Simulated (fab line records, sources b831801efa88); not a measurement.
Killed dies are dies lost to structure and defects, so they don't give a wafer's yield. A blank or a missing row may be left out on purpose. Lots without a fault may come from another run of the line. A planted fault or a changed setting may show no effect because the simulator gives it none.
fab line records | flow sky130 | part 1 of 2: steps 1 to 25 of 36
record lots=5 wafers=15 last_day=49
route steps=708 shown LI_CONTACT@376 LOCAL_INTERCONNECT@387 CONTACT@406
lots that met no fault: from a run of the same line without faults
start_h: hours from the record's first day to the start of the lot's first wafer shown | wait_h: hours since the lot's step before | " the same as in the row above | L1.1+2: a row that stands for several wafers | - no value, or no start given | * or withheld: withheld | < > ~ a bound
route shown NAME@n: a module of which the file shows steps, and the number in the route of the first | usual: mean/standard deviation of fault-free wafers | same: alike in all rows | chamber/n: place in a boat | sites: the reading at each site | _std_site: their standard deviation | _edge_site: outer sites' mean less inner sites' | radius_mm: how far each site lies from the wafer's centre | mask NAME#n: copy n | behind: the tool/chamber that last shaped the wafer | hold: why the lot was held/for how many hours/how that ended | device: the transistor (n, p or np) that didn't switch | end of line: the same wafers' tests at the end of the route | a step without rows: its recipe alone | killed: dies lost to structure and defects at the first sort, not the wafer's yield | map: a wafer's dies, x killed, . not, _ none there
set.NAME: the setting as run; set.NAME@STEP: as run at that earlier step | model.NAME: the simulator's own value behind a step, which no gauge read
lots at some steps of the route; a table a step, a row a wafer
services: from which hour (start_h, from the record's first day; less than 0 if before it) a tool's chamber was out of use, for how many hours, and why
## steps
# step SKY_LI_CONTACT_ETCH_14
# recipe chemistry=N2/H2 target=BARC ion_energy_ev=200 source_w=500 bias_w=100 pressure_mtorr=30 n2_flow_sccm=100 h2_flow_sccm=200 stop_on=SiO2 time_s=45.9 target_depth_a=600
# usual drypump_motor_current_A=5.8/0.44 oes_product_au=0.856/0.0047 throttle_valve_pct=13.224/0.0084
# columns lot.wafer tool chamber start_h wait_h drypump_motor_current_A oes_product_au rf_hours_counter_h throttle_valve_pct
L086.2 rie_diel-03 2 779.19 0.0 6.3 0.854 20 13.229
L086.3 " 0 " " 5.6 0.863 10 13.214
L086.6 " 1 " " 6.2 0.853 - 13.218
L088.1 rie_diel-02 1 796.39 0.0 5.9 0.854 10 13.232
L088.2 " 0 " " 6.4 0.861 0 13.223
L088.3 " 3 " " 5.5 0.853 7 13.237
L089.1 rie_diel-01 2 803.69 0.0 5.2 0.858 21 13.224
L089.3 " 3 " " 6.3 0.859 2 13.213
L089.5 " 2 " " 5.2 0.852 - 13.230
L092.1 rie_diel-01 1 824.49 0.0 5.8 0.864 7 13.225
L092.2 " 0 " " 5.5 0.857 3 13.231
L092.3 " 2 " " 5.1 0.854 21 13.232
L093.3 rie_diel-01 0 835.39 0.0 5.5 0.856 3 13.220
L093.4 " 1 " " 5.8 0.854 7 13.236
L093.6 " 3 " " 6.3 0.853 - 13.225
# step SKY_LI_CONTACT_ETCH_15
# recipe target=PSG chemistry=C4F8/O2/Ar stop_on=Si taper_deg=4.15 mask_material=KrF-thick source_w=1500 bias_w=1200 pressure_mtorr=40 c4f8_flow_sccm=withheld O2_flow_sccm=6 Ar_flow_sccm=300 time_s=withheld target_depth_a=6000
# usual oes_product_au=0.837/0.0049
# columns lot.wafer tool chamber start_h wait_h oes_product_au
L086.2 rie_diel-03 2 779.23 0.0 0.839
L086.3 " 0 " " 0.841
L086.6 " 1 " " 0.840
L088.1 rie_diel-02 1 796.43 0.0 0.833
L088.2 " 0 " " 0.844
L088.3 " 3 " " 0.837
L089.1 rie_diel-01 2 803.73 0.0 0.838
L089.3 " 3 " " 0.840
L089.5 " 2 " " 0.839
L092.1 rie_diel-01 1 824.53 0.0 0.843
L092.2 " 0 " " 0.839
L092.3 " 2 " " 0.834
L093.3 rie_diel-01 0 835.43 0.0 0.842
L093.4 " 1 " " 0.832
L093.6 " 3 " " 0.842
# step SKY_LI_CONTACT_STRIP_16
# recipe chemistry=O2/N2 power_w=1400 pressure_mtorr=1500 platen_temp_c=withheld o2_flow_sccm=3000 n2_flow_sccm=300 overash_fraction=0.5
# usual drypump_motor_current_A=5.90/0.25 oes_product_au=0.376/0.0048 strip_time_to_endpoint_s=3.498/0.028
# columns lot.wafer tool chamber start_h wait_h drypump_motor_current_A oes_product_au rf_hours_counter_h strip_time_to_endpoint_s
L086.2 plasma_asher-04 1 779.31 - 5.95 0.372 35 3.479
L086.3 " 1 " " 5.96 0.371 - 3.520
L086.6 " 1 " " 5.95 0.370 - 3.471
L088.1 plasma_asher-01 0 796.51 - 5.57 0.375 5 3.524
L088.2 " 1 " " 6.03 0.381 5 3.500
L088.3 " 0 " " 5.56 0.376 - 3.492
L089.1 plasma_asher-01 1 803.82 - 6.06 0.372 6 3.503
L089.3 " 1 " " 6.02 0.386 - 3.491
L089.5 " 0 " " 5.59 0.377 - 3.486
L092.1 plasma_asher-01 0 824.62 - 5.61 0.373 8 3.517
L092.2 " 1 " " 6.02 0.380 8 3.464
L092.3 " 0 " " 5.57 0.372 - 3.474
L093.3 plasma_asher-04 0 835.55 - 6.23 0.380 - 3.481
L093.4 " 1 " " 5.95 0.381 - 3.497
L093.6 " 0 " " 6.20 0.376 - 3.509
# step SKY_LI_CONTACT_CLEAN_17
# recipe chemistry=NMP time_s=600 temp_c=60 dry=n2_spin
# columns lot.wafer tool chamber start_h wait_h
L086.2+3+6 wet_bench-02 0 779.41 0.1
L088.1+2+3 wet_bench-01 3 796.61 0.1
L089.1+3+5 wet_bench-02 3 803.92 0.1
L092.1+2+3 wet_bench-02 3 824.72 0.1
L093.3+4+6 wet_bench-01 1 835.61 0.0
# step SKY_LI_CONTACT_PRE_CLEAN_18
# recipe gas=Ar time_s=5.6 bias_v=358
# usual bias_v=358/3.6
# columns lot.wafer tool chamber start_h wait_h bias_v
L086.2 pvd_sputter-03 - 779.76 0.0 355
L086.3 " - " " 356
L086.6 " - " " 356
L088.1 pvd_sputter-03 - 796.79 0.0 359
L088.2 " - " " 361
L088.3 " - " " 358
L089.1 pvd_sputter-01 - 804.11 0.0 360
L089.3 " - " " 360
L089.5 " - " " 360
L092.1 pvd_sputter-01 - 824.89 0.0 357
L092.2 " - " " 357
L092.3 " - " " 357
L093.3 pvd_sputter-01 - 835.81 0.0 356
L093.4 " - " " 363
L093.6 " - " " 353
# step SKY_LI_CONTACT_SPUTTER_19
# recipe material=Ti target_thk_nm=20 chamber_pressure_pa=5 power_w=2500 substrate_temp_c=200 time_s=106.37
# usual chamber_pressure_pa=5.000/0.01 throttle_valve_pct=29.8/0.86
# columns lot.wafer tool chamber start_h wait_h chamber_pressure_pa throttle_valve_pct
L086.2 pvd_sputter-03 - 779.78 0.0 4.987 29.1
L086.3 " - " " 5.005 30.8
L086.6 " - " " 4.997 31.2
L088.1 pvd_sputter-03 - 796.81 0.0 4.999 29.3
L088.2 " - " " 4.979 30.4
L088.3 " - " " 4.994 31.0
L089.1 pvd_sputter-01 - 804.13 0.0 5.019 29.0
L089.3 " - " " 5.006 27.6
L089.5 " - " " 5.008 30.9
L092.1 pvd_sputter-01 - 824.91 0.0 5.017 29.2
L092.2 " - " " 4.997 29.9
L092.3 " - " " 4.999 28.1
L093.3 pvd_sputter-01 - 835.83 0.0 4.985 28.0
L093.4 " - " " 4.992 30.7
L093.6 " - " " 5.024 30.5
# step SKY_LI_CONTACT_SPUTTER_20
# recipe material=TiN target_thk_nm=20 chamber_pressure_pa=5 power_w=4000 time_s=80
# usual chamber_pressure_pa=5.000/0.0094 throttle_valve_pct=29.8/0.85
# columns lot.wafer tool chamber start_h wait_h chamber_pressure_pa throttle_valve_pct
L086.2 pvd_sputter-03 - 779.86 0.0 5.001 29.3
L086.3 " - " " 4.987 30.8
L086.6 " - " " 4.986 31.0
L088.1 pvd_sputter-03 - 796.88 0.0 5.002 29.4
L088.2 " - " " 4.989 30.2
L088.3 " - " " 4.997 30.7
L089.1 pvd_sputter-01 - 804.20 0.0 5.001 28.9
L089.3 " - " " 4.990 28.1
L089.5 " - " " 5.002 30.5
L092.1 pvd_sputter-01 - 824.99 0.0 5.012 28.8
L092.2 " - " " 5.001 29.5
L092.3 " - " " 5.009 28.0
L093.3 pvd_sputter-01 - 835.90 0.0 4.999 28.1
L093.4 " - " " 4.984 30.7
L093.6 " - " " 4.998 30.4
# step SKY_LI_CONTACT_CVD_21
# recipe material=W target_thk_nm=400 time_s=120.56 temp_c=400 pressure_torr=40
# usual heater_power_w=884/87
# columns lot.wafer tool chamber start_h wait_h heater_power_w since_wet_clean_h
L086.2 cvd_w-01 0 779.92 0.0 825 876
L086.3 " 1 " " 764 -
L086.6 " 1 " " 755 -
L088.1 cvd_w-02 0 796.95 0.0 990 393
L088.2 " 1 " " 923 393
L088.3 " 1 " " 908 -
L089.1 cvd_w-02 0 804.26 0.0 1010 400
L089.3 " 0 " " 1016 -
L089.5 " 0 " " 993 -
L092.1 cvd_w-02 0 825.05 0.0 1014 421
L092.2 " 1 " " 911 421
L092.3 " 1 " " 942 -
L093.3 cvd_w-02 0 836.00 0.1 990 -
L093.4 " 1 " " 905 -
L093.6 " 0 " " 1015 -
# step SKY_LI_CONTACT_RS_MEAS_22
# recipe thk_meas_gauge=four-point-probe reads=W_of_LI_CONTACT_CVD_21+TiN_of_LI_CONTACT_SPUTTER_20+Ti_of_LI_CONTACT_SPUTTER_19
# usual LI_CONTACT_W_RS=0.2873/0.0029
# columns lot.wafer tool chamber start_h wait_h LI_CONTACT_W_RS[ohm/sq]
L086.2 film_metro-03 - 780.07 0.1 0.2818
L086.3 " - " " 0.2851
L086.6 " - " " 0.2852
L088.1 film_metro-03 - 797.07 0.1 0.2828
L088.2 " - " " 0.2881
L088.3 " - " " 0.2865
L089.1 film_metro-02 - 804.39 0.1 0.2859
L089.3 " - " " 0.2865
L089.5 " - " " 0.2854
L092.1 film_metro-03 - 825.17 0.1 0.2819
L092.2 " - " " 0.2865
L092.3 " - " " 0.2848
L093.3 film_metro-03 - 836.13 0.1 0.2878
L093.4 " - " " 0.2907
L093.6 " - " " 0.2879
# step SKY_LI_CONTACT_THK_MEAS_23
# recipe thk_meas_gauge=xrf reads=W_of_LI_CONTACT_CVD_21
# usual LI_CONTACT_W_THK=392/4.7
# columns lot.wafer tool chamber start_h wait_h LI_CONTACT_W_THK[nm]
L086.2 film_metro-03 - 780.18 0.1 400
L086.3 " - " " 397
L086.6 " - " " 398
L088.1 film_metro-03 - 797.19 0.1 398
L088.2 " - " " 389
L088.3 " - " " 394
L089.1 film_metro-02 - 804.51 0.1 394
L089.3 " - " " 391
L089.5 " - " " 392
L092.1 film_metro-03 - 825.29 0.1 399
L092.2 " - " " 395
L092.3 " - " " 395
L093.3 film_metro-03 - 836.23 0.1 390
L093.4 " - " " 388
L093.6 " - " " 392
# step SKY_LI_CONTACT_CMP_24
# recipe stop_on=PSG t_overpolish_s=20 down_force_psi=3.5 platen_rpm=60 target_thk_nm=0 pad_velocity_m_s=0.94248
# usual motor_current_A=11.2/0.72 overpolish_run_s=19.999/0.0096 time_to_endpoint_s=96.5/2.9
# columns lot.wafer tool chamber start_h wait_h motor_current_A overpolish_run_s time_to_endpoint_s
L086.3 cmp-01 0 780.23 0.0 12.4 19.989 99.5
L086.2 " 1 " " 11.0 20.005 98.5
L086.6 " 1 " " 11.1 19.993 99.6
L088.1 cmp-02 0 797.25 0.1 10.1 19.989 98.3
L088.3 " 1 " " 11.6 20.007 98.4
L088.2 " 2 " " 11.4 19.986 94.7
L089.1 cmp-02 0 804.57 0.1 10.6 20.000 95.8
L089.3 " 1 " " 11.2 19.996 96.0
L089.5 " 1 " " 11.6 20.006 95.4
L092.3 cmp-02 1 825.35 0.0 11.5 19.989 95.1
L092.1 " 3 " " 11.5 19.992 100.1
L092.2 " 0 " " 10.2 19.993 91.4
L093.3 cmp-02 0 836.27 0.0 9.9 19.991 94.2
L093.4 " 3 " " 11.1 20.001 100.6
L093.6 " 1 " " 11.7 19.992 95.9
# step SKY_LOCAL_INTERCONNECT_SPUTTER_00
# recipe material=TiN target_thk_nm=100 temp_c=300 power_w=6500 time_s=83.3 chamber_pressure_pa=0.4
# usual chamber_pressure_pa=0.4000/0.0008 throttle_valve_pct=29.3/0.92
# columns lot.wafer tool chamber start_h wait_h chamber_pressure_pa throttle_valve_pct
L086.2 pvd_sputter-02 - 780.53 0.2 0.3996 27.8
L086.3 " - " " 0.4017 29.1
L086.6 " - " " 0.4010 28.9
L088.1 pvd_sputter-03 - 797.55 0.2 0.3993 30.4
L088.2 " - " " 0.3987 31.1
L088.3 " - " " 0.4004 29.3
L089.1 pvd_sputter-02 - 804.87 0.2 0.3998 28.0
L089.3 " - " " 0.3999 28.4
L089.5 " - " " 0.4000 28.3
L092.1 pvd_sputter-02 - 825.65 0.1 0.3997 28.1
L092.2 " - " " 0.4005 29.3
L092.3 " - " " 0.4001 27.9
L093.3 pvd_sputter-03 - 836.57 0.2 0.4000 30.8
L093.4 " - " " 0.3994 29.3
L093.6 " - " " 0.3997 29.2
# step SKY_LOCAL_INTERCONNECT_RS_MEAS_01
# recipe thk_meas_gauge=four-point-probe reads=TiN_of_LOCAL_INTERCONNECT_SPUTTER_00
# usual LOCAL_INTERCONNECT_TIN_RS=14.14/0.14
# columns lot.wafer tool chamber start_h wait_h LOCAL_INTERCONNECT_TIN_RS[ohm/sq]
L086.2 film_metro-02 - 780.61 0.1 14.00
L086.3 " - " " 13.90
L086.6 " - " " 13.95
L088.1 film_metro-03 - 797.62 0.0 13.96
L088.2 " - " " 14.10
L088.3 " - " " 14.10
L089.1 film_metro-04 - 804.93 0.0 14.16
L089.3 " - " " 14.16
L089.5 " - " " 14.20
L092.1 film_metro-04 - 825.72 0.0 13.97
L092.2 " - " " 13.90
L092.3 " - " " 13.92
L093.3 film_metro-04 - 836.68 0.1 14.15
L093.4 " - " " 14.08
L093.6 " - " " 14.10
# step SKY_LOCAL_INTERCONNECT_THK_MEAS_02
# recipe thk_meas_gauge=xrf reads=TiN_of_LOCAL_INTERCONNECT_SPUTTER_00
# usual LOCAL_INTERCONNECT_TIN_THK=100.0/1.1
# columns lot.wafer tool chamber start_h wait_h LOCAL_INTERCONNECT_TIN_THK[nm]
L086.2 film_metro-02 - 780.72 0.1 102.2
L086.3 " - " " 102.8
L086.6 " - " " 102.5
L088.1 film_metro-03 - 797.74 0.1 100.1
L088.2 " - " " 99.0
L088.3 " - " " 99.1
L089.1 film_metro-04 - 805.05 0.1 99.7
L089.3 " - " " 99.6
L089.5 " - " " 99.7
L092.1 film_metro-04 - 825.84 0.1 100.7
L092.2 " - " " 101.3
L092.3 " - " " 101.3
L093.3 film_metro-04 - 836.78 0.1 99.2
L093.4 " - " " 100.0
L093.6 " - " " 100.0
# step SKY_LOCAL_INTERCONNECT_DEHYDRATE_03
# recipe temp_c=200 time_s=60
# columns lot.wafer tool chamber start_h wait_h
L086.2+3+6 litho_track-02 0 793.92 13.2
L088.1+2+3 litho_track-03 0 808.98 11.2
L089.1+3+5 litho_track-02 0 817.89 12.8
L092.1+2+3 litho_track-04 0 837.72 11.9
L093.3+4+6 litho_track-03 0 849.98 13.2
# step SKY_LOCAL_INTERCONNECT_HMDS_04
# recipe prime_time_s=60 prime_temp_c=120
# usual prime_temp_c=120.03/0.14
# columns lot.wafer tool chamber start_h wait_h prime_temp_c
L086.2 litho_track-02 0 794.07 0.1 119.86
L086.3 " 0 " " 120.08
L086.6 " 0 " " 119.89
L088.1 litho_track-03 0 809.13 0.1 120.17
L088.2 " 0 " " 120.17
L088.3 " 0 " " 119.96
L089.1 litho_track-02 0 818.04 0.1 120.04
L089.3 " 0 " " 120.15
L089.5 " 0 " " 119.82
L092.1 litho_track-04 0 837.87 0.1 119.91
L092.2 " 0 " " 120.00
L092.3 " 0 " " 119.77
L093.3 litho_track-03 0 850.13 0.1 120.08
L093.4 " 0 " " 120.15
L093.6 " 0 " " 119.83
# step SKY_LOCAL_INTERCONNECT_COAT_05
# recipe resist=BARC temp_c=withheld time_s=withheld spin_rpm=3000 resist_thk_nm=60
# columns lot.wafer tool chamber start_h wait_h
L086.2+3+6 litho_track-02 0 794.22 0.1
L088.1+2+3 litho_track-03 0 809.28 0.1
L089.1+3+5 litho_track-02 0 818.19 0.1
L092.1+2+3 litho_track-04 0 838.02 0.1
L093.3+4+6 litho_track-03 0 850.28 0.1
# step SKY_LOCAL_INTERCONNECT_COAT_06
# recipe resist=KrF-thick spin_rpm=3000 resist_thk_nm=450
# columns lot.wafer tool chamber start_h wait_h
L086.2+3+6 litho_track-02 0 - -
L088.1+2+3 litho_track-03 0 - -
L089.1+3+5 litho_track-02 0 - -
L092.1+2+3 litho_track-04 0 - -
L093.3+4+6 litho_track-03 0 - -
# step SKY_LOCAL_INTERCONNECT_SOFTBAKE_07
# recipe temp_c=100 time_s=90 resist=KrF-thick
# columns lot.wafer tool chamber start_h wait_h
L086.2+3+6 litho_track-02 0 - -
L088.1+2+3 litho_track-03 0 - -
L089.1+3+5 litho_track-02 0 - -
L092.1+2+3 litho_track-04 0 - -
L093.3+4+6 litho_track-03 0 - -
# step SKY_LOCAL_INTERCONNECT_EXPOSE_08
# recipe mask_id=LI1M na=0.8 source_shape=annular sigma_inner=0.55 sigma_outer=0.85 target_cd_nm=170 dose_mj=28
# columns lot.wafer tool chamber start_h wait_h mask
L086.2+3+6 krf_scanner-01 0 - - LI1M#0
L088.1+2+3 krf_scanner-02 0 - - LI1M#0
L089.1+3+5 krf_scanner-02 0 - - LI1M#0
L092.1+2+3 krf_scanner-02 0 - - LI1M#0
L093.3+4+6 krf_scanner-01 0 - - LI1M#0
# step SKY_LOCAL_INTERCONNECT_PEB_09
# recipe peb_temp_c=withheld peb_time_s=withheld resist=KrF-thick
# columns lot.wafer tool chamber start_h wait_h
L086.2+3+6 litho_track-04 0 - -
L088.1+2+3 litho_track-03 0 - -
L089.1+3+5 litho_track-03 0 - -
L092.1+2+3 litho_track-04 0 - -
L093.3+4+6 litho_track-03 0 - -
# step SKY_LOCAL_INTERCONNECT_DEVELOP_10
# recipe develop_time_s=60 resist=KrF-thick dev_temp_c=21
# usual developer_temp_C=21.02/0.11
# columns lot.wafer tool chamber start_h wait_h developer_temp_C
L086.2 litho_track-04 0 - - 21.19
L086.3 " 0 " " 21.12
L086.6 " 0 " " 21.07
L088.1 litho_track-03 0 - - 20.99
L088.2 " 0 " " 21.04
L088.3 " 0 " " 21.01
L089.1 litho_track-03 0 - - 21.18
L089.3 " 0 " " 21.25
L089.5 " 0 " " 21.13
L092.1 litho_track-04 0 - - 20.99
L092.2 " 0 " " 21.30
L092.3 " 0 " " 21.00
L093.3 litho_track-03 0 - - 21.06
L093.4 " 0 " " 21.07
L093.6 " 0 " " 21.33
# step SKY_LOCAL_INTERCONNECT_CD_MEAS_11
# recipe target_cd_nm=170
# usual cd_nm=169.1/1.5
# columns lot.wafer tool chamber start_h wait_h cd_nm
L086.2 cd_sem-01 - 807.19 - 166.8
L086.3 " - " " 167.7
L086.6 " - " " 168.1
L088.1 cd_sem-02 - 823.18 - 169.2
L088.2 " - " " 168.2
L088.3 " - " " 168.8
L089.1 cd_sem-01 - 831.03 - 170.8
L089.3 " - " " 170.3
L089.5 " - " " 170.7
L092.1 cd_sem-01 - 851.67 - 171.5
L092.2 " - " " 170.1
L092.3 " - " " 170.8
L093.3 cd_sem-01 - 862.72 - 169.2
L093.4 " - " " 169.9
L093.6 " - " " 169.0
# step SKY_LOCAL_INTERCONNECT_OVL_MEAS_12
# usual LOCAL_INTERCONNECT_OVL=2/5
# columns lot.wafer tool chamber start_h wait_h LOCAL_INTERCONNECT_OVL[nm]
L086.2 overlay-02 - 807.30 0.1 4
L086.3 " - " " 12
L086.6 " - " " 3
L088.1 overlay-02 - 823.30 0.1 9
L088.2 " - " " 3
L088.3 " - " " 9
L089.1 overlay-01 - 831.15 0.1 4
L089.3 " - " " 11
L089.5 " - " " 9
L092.1 overlay-01 - 851.79 0.1 -1
L092.2 " - " " 3
L092.3 " - " " 2
L093.3 overlay-02 - 862.81 0.1 -1
L093.4 " - " " 2
L093.6 " - " " 10
# step SKY_LOCAL_INTERCONNECT_ETCH_13
# recipe chemistry=N2/H2 target=BARC ion_energy_ev=200 bias_w=100 pressure_mtorr=30 n2_flow_sccm=100 h2_flow_sccm=200 icp_w=500 stop_on=SiO2 time_s=45.9 target_depth_a=600
# usual drypump_motor_current_A=5.8/0.4 oes_product_au=0.857/0.0054 throttle_valve_pct=13.224/0.0096
# columns lot.wafer tool chamber start_h wait_h drypump_motor_current_A oes_product_au rf_hours_counter_h throttle_valve_pct
L086.2 rie_metal-02 1 807.35 0.0 5.8 0.860 - 13.220
L086.3 " 1 " " 5.8 0.862 - 13.224
L086.6 " 1 " " 5.8 0.864 - 13.217
L088.1 rie_metal-03 0 823.34 0.0 5.3 0.853 4 13.219
L088.2 " 0 " " 5.3 0.873 - 13.212
L088.3 " 0 " " 5.3 0.852 - 13.233
L089.1 rie_metal-01 0 831.19 0.0 5.3 0.859 1 13.224
L089.3 " 0 " " 5.3 0.854 - 13.211
L089.5 " 1 " " 6.4 0.850 - 13.226
L092.1 rie_metal-02 0 851.83 0.0 5.7 0.860 3 13.230
L092.2 " 1 " " 5.8 0.856 1 13.231
L092.3 " 0 " " 5.7 0.855 - 13.228
L093.3 rie_metal-01 0 862.86 0.0 5.3 0.860 - 13.235
L093.4 " 1 " " 6.4 0.862 - 13.230
L093.6 " 0 " " 5.3 0.868 - 13.230
